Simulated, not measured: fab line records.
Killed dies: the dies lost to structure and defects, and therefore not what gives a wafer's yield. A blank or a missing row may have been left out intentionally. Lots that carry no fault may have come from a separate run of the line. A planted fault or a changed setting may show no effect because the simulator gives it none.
8D (eight disciplines) problem report, filled in by code / flow sky130 / the parts of the form that need people (team, actions taken, sign-off) are left out

## 1. THE PROBLEM
Wafers without a fault read 299.9 sccm, standard deviation 0.76; n2FlowSccm at SKY_POLY_GATE_STRIP_18 reads a mean of 359.8 sccm on 9 wafers belonging to 3 lots. That is +79 standard deviations from the usual mean.
The step: strips in O2/N2.
Seen first at day 18 19:14 on plasmaAsher-01, wafer L480.1. The record has a number at this step for 39 wafers belonging to 13 lots. Rule for "out" (also "out of limits"): further than 4 standard deviations from the usual mean. Any other wafer with a number is counted as sound.

## 2. WHAT THIS IS AND IS NOT
question=which readings at this step | is=n2FlowSccm | is not=drypumpMotorCurrentA, stripTimeToEndpointS
question=which lots | is=L480, L481, L482 | is not=L475, L476, L478, L490, L491, L492, L493, L494, L495, L497
question=which wafers of those lots | is=all that have a number | is not=-
question=read on which tools | is=plasmaAsher-01 | is not=plasmaAsher-02, plasmaAsher-03
question=when | is=from day 18 19:14 | is not=up to then (9 sound wafers); but 21 sound wafers of L490, L491, L492, L493, L494, L495, L497 came after

## 3. WHAT RULES OUT EACH SUSPECT
Counting: any tool at a process step up to the reading is kept as a suspect provided that every lot that is out went through it and no sound lot did after the first of them.
- plasmaAsher-01 at SKY_POLY_GATE_STRIP_18 (strips in O2/N2): ruled out as a lasting fault. After its first lot that is out, L480 (day 18 19:14), sound lots L491, L492, L493, L495, L497 ran on it.
Left after counting: nothing in the record.

## 4. THE CAUSE (what the simulator had put in)
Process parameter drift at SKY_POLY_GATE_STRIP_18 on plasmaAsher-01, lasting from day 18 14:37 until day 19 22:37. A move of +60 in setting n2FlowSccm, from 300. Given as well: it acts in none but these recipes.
Counting ruled it out, wrongly.

## 5. THE EFFECT CHAIN, in route order
Each row: a reading where the mean over the struck wafers with a number is more than 3 standard deviations away from the usual. Scope: only readings with a usual standard deviation given in the record; hours: median across lots of the time from each lot's start at the first step in this table that gives one to its start at this step; sigmas: change in usual standard deviations.
hours=0; step=SKY_POLY_GATE_STRIP_18; reading=n2FlowSccm; usual=299.9 sccm; on struck wafers=359.8; change=+59.9; sigmas=+79
Its process steps:
- SKY_POLY_GATE_STRIP_18: strips in O2/N2.
At these later measuring or inspecting steps, every struck wafer for which the step has a row has a number for every such reading, and none has moved that far: SKY_LDD_P_OVL_MEAS_08.

## 6. HOW IT WOULD HAVE BEEN CAUGHT EARLIER
In this record the first reading out of limits was taken at day 18 19:14, 5 hours after the fault began at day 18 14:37.
